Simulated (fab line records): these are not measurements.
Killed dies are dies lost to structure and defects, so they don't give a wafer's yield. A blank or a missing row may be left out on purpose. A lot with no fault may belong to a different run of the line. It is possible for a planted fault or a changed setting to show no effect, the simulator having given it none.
Struck lot and sound lot, side by side ; flow sky130 ; 15 steps out of a route of 708
Sound: these wafers, L929.1, L929.5, L929.6. Wafers struck: L925.3, L925.5, L925.6. The cause comes at the end.
Order at every step that has rows: each side's tool, ch and its chambers, its first start. Under that, the readings that differ: sound wafers ; struck wafers ; difference of the means ; sigmas: that difference in standard deviations of wafers without a fault.
alike: words and numbers the same on both sides, and readings whose means are apart by under 2 such deviations; not compared: readings that were withheld, readings missing a value for some wafer, numbers with overlapping values and no deviation given by the record, and bounds like >300 which may hide the same value.
The two part at a step that has a row with sigmas, a row that says differs or no value, or rows on one side only. Numbers that have no deviation but don't overlap get no sigmas and don't part them. Lack of a reading on every wafer of one side parts them only where that side has two or more wafers.

SKY_CAP2M_SPUTTER_02: material TiN, target thk 200 nm, time 166.7 s.
  sound on pvdSputter-01, day 43 01:34; struck on pvdSputter-04, day 42 03:29
  alike: substrateTempC, throttleValvePct
SKY_CAP2M_RS_MEAS_03: the measuring method here is four-point-probe.
  sound on filmMetro-02, day 43 01:41; struck on filmMetro-03, day 42 03:38
  alike: CAP2M_TIN_RS
SKY_CAP2M_THK_MEAS_04: measures by xrf.
  sound on filmMetro-02, day 43 01:48; struck on filmMetro-03, day 42 03:44
  alike: CAP2M_TIN_THK
then, 7 steps without rows for these wafers: SKY_CAP2M_DEHYDRATE_05 (time 60 s); SKY_CAP2M_HMDS_06 (prime time 60 s); SKY_CAP2M_COAT_07 (resist thk 1140 nm); SKY_CAP2M_SOFTBAKE_08 (time 58.67 s); SKY_CAP2M_EXPOSE_09 (exposes mask CAP2M, target cd 1000 nm); SKY_CAP2M_PEB_10; SKY_CAP2M_DEVELOP_11 (develop time 60 s).
SKY_CAP2M_OVL_MEAS_12:
  sound on overlay-01, day 44 00:05; struck on overlay-01, day 43 02:57
  alike: CAP2M_OVL
SKY_CAP2M_METAL_ETCH_13: etches TiN in Cl2/BCl3, stops on SiO2, target depth 220 nm, time 62.9 s.
  sound on rieMetal-01 ch 0,1, day 44 00:08; struck on rieMetal-04 ch 0,1, day 43 03:00
  alike: bcl3FlowSccm, drypumpMotorCurrentA, oesProductAu, throttleValvePct
  not compared: rfHoursCounterH
SKY_CAP2M_STRIP_14: strips in O2/N2.
  sound on plasmaAsher-01 ch 0,1, day 44 00:12; struck on plasmaAsher-04 ch 0,1, day 43 03:05
  no value came back on the struck wafers for chamberPressureMTorr (mTorr), drypumpMotorCurrentA (A), oesProductAu (a.u.), stripTimeToEndpointS (s); on the sound wafers chamberPressureMTorr (mTorr) reads 1501.4 1500.3 1499.9
reading;sound;struck;difference;sigmas
model.NOVOLAK_of_CAP2M_COAT_07.thkNm (nm);0 0 0;999.3 996.2 995.6;+997.0;
  not compared: rfHoursCounterH
then, 1 step without rows for these wafers: SKY_CAP2M_STRIP_15 (strips in post etch residue remover, time 1200 s).
-- the record jumps here: 5 days lie between the struck wafers' starts before and after (it left off in module CAP2M and takes up again in module PAD_OPEN, whose first step shown is number 708 of the route) --
SKY_PAD_OPEN_PROBE_99:
  sound on prober-02, day 48 14:51; struck on prober-02, day 47 20:17
reading;sound;struck;difference;sigmas
hold;- - -;awaitDispo/1.3h/scrap awaitDispo/1.3h/scrap awaitDispo/1.3h/scrap;no value on the sound wafers;
defectLimitedYield (%);82.1 80.5 80.7;0.2 0.4 0.2;-80.8;-38
killed_at_M0_to_M3;37 39 51;2 10 3;-37;-5
killedAtContacts;37 29 26;4 4 8;-25;-4
killedAtFrontEnd;11 20 17;1 1 2;-15;-3
killedAtOther;0 0 0;484 474 477;+478;+99 or more
killedDies;88 96 95;491 490 491;+398;+40
killedOnRim;14 14 22;96 96 96;+79;+19
killedOpen;47 57 52;4 7 6;-46;-6
killedShort;41 39 43;3 9 8;-34;-5
sort_bin_3_pad_short (%);0.6 0.6 1.0;23.6 24.4 23.6;+23.1;+55
sort_bin_5_function (%);13.0 12.4 12.4;74.6 73.6 72.4;+60.9;+36
sort_bin_6_memory (%);4.3 6.5 5.9;1.6 1.6 3.9;-3.2;-3
sortNPass;404 396 397;1 2 1;-398;-40
sortYieldPct (%);82.1 80.5 80.7;0.2 0.4 0.2;-80.8;-38
  alike: killed_at_M4_up

== WHERE THEY PART ==
Earliest at SKY_CAP2M_STRIP_14; latest, in this record, at SKY_PAD_OPEN_PROBE_99.

WHY: the cause the simulator had injected
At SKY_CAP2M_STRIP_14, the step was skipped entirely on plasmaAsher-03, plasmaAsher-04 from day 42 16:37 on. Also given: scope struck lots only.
